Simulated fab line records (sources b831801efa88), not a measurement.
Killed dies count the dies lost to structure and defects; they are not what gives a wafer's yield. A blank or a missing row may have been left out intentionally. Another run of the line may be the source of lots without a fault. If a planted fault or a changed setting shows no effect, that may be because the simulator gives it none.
8D (eight disciplines) problem report, filled in by code || flow sfqLine || the parts of the form that need people (team, actions taken, sign-off) are left out

== 1. THE ISSUE ==
At SFQ_TRILAYER_M1_BARC_OPEN_METAL_ETCH_054, oesProductAu averages 0.835 a.u. over 2 wafers from 2 lots, while fault-free wafers read 0.685 a.u., standard deviation 0.0047. That puts it +32 standard deviations away from the usual mean.
The step: etches BARC in O2, target depth 125 nm, time 41.7 s.
Earliest sighting: wafer L806.2 on rieMetal-01 at day 19 06:04. Wafers with a number at this step in the record: 42, from 14 lots. The rule behind "out" and "out of limits": a value lying over 4 standard deviations away from the usual mean. All remaining wafers that have a number are taken as sound.

== 2. WHAT IT IS, AND WHAT IT ISN'T ==
{"question": "which readings at this step", "is": "oesProductAu, runLengthS", "is not": "drypumpMotorCurrentA, heBacksideLeakSccm"}
{"question": "which lots", "is": "L806, L808", "is not": "L804, L805, L816, L817, L818, L819, L820, L821, L822, L823, L825, L826"}
{"question": "which wafers of those lots", "is": "L806.2, L808.2", "is not": "L806.1, L806.5, L808.4, L808.5"}
{"question": "read on which tools", "is": "rieMetal-01", "is not": "rieMetal-03, rieMetal-04"}
{"question": "when", "is": "from day 19 06:04", "is not": "up to then (8 sound wafers); but 32 sound wafers of L808, L816, L817, L818, L819, L820, L821, L822, L823, L825, L826 came after"}

== 3. SUSPECTS, AND WHAT RULES EACH OUT ==
Counting: any tool at a process step up to the reading remains a suspect provided it ran every lot that is out. Sound lots after the first of them don't rule it out here, since some wafers of a struck lot are sound.
- rieMetal-01 at SFQ_TRILAYER_M1_BARC_OPEN_METAL_ETCH_054 (etches BARC in O2, target depth 125 nm, time 41.7 s): kept. It ran every lot that is out, first L806 (day 19 06:04); its last sound lot up to then is L805 (day 19 02:28). Out on those wafers are its own readings of oesProductAu, runLengthS.
After counting, what remains is rieMetal-01 at SFQ_TRILAYER_M1_BARC_OPEN_METAL_ETCH_054.

== 4. THE CAUSE (what the simulator had put in) ==
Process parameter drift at SFQ_TRILAYER_M1_BARC_OPEN_METAL_ETCH_054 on rieMetal-01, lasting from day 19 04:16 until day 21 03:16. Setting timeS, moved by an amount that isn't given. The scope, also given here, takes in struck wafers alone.
The count eliminated every tool but this one.

== 5. SEQUENCE OF EFFECTS, ordered by route ==
Rows list readings where the struck wafers' mean (over those with a number) sits beyond 3 standard deviations from the usual. Only readings whose record carries a usual standard deviation are examined. hours: median over the lots of the time between each lot's start at the first step of this table that gives one and its start at this step. sigmas: the change, counted in usual standard deviations.
{"hours": 0, "step": "SFQ_TRILAYER_M1_BARC_OPEN_METAL_ETCH_054", "reading": "oesProductAu", "usual": "0.685 a.u.", "on struck wafers": 0.835, "change": "+0.149", "sigmas": "+32"}
{"hours": 0, "step": "SFQ_TRILAYER_M1_BARC_OPEN_METAL_ETCH_054", "reading": "runLengthS", "usual": "70.5 s", "on struck wafers": 61.2, "change": -9.3, "sigmas": -13}
Process steps it contains:
- SFQ_TRILAYER_M1_BARC_OPEN_METAL_ETCH_054: etches BARC in O2, target depth 125 nm, time 41.7 s.
Later steps that measure or inspect, where all struck wafers having a row at the step show a number for every such reading and not one has moved that far: SFQ_I2_OVL_MEAS_918, SFQ_M3_OVL_MEAS_921.

== 6. HOW IT WOULD HAVE BEEN CAUGHT EARLIER ==
2 hours passed between the start of the fault at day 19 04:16 and the first reading out of limits in this record, taken at day 19 06:04.
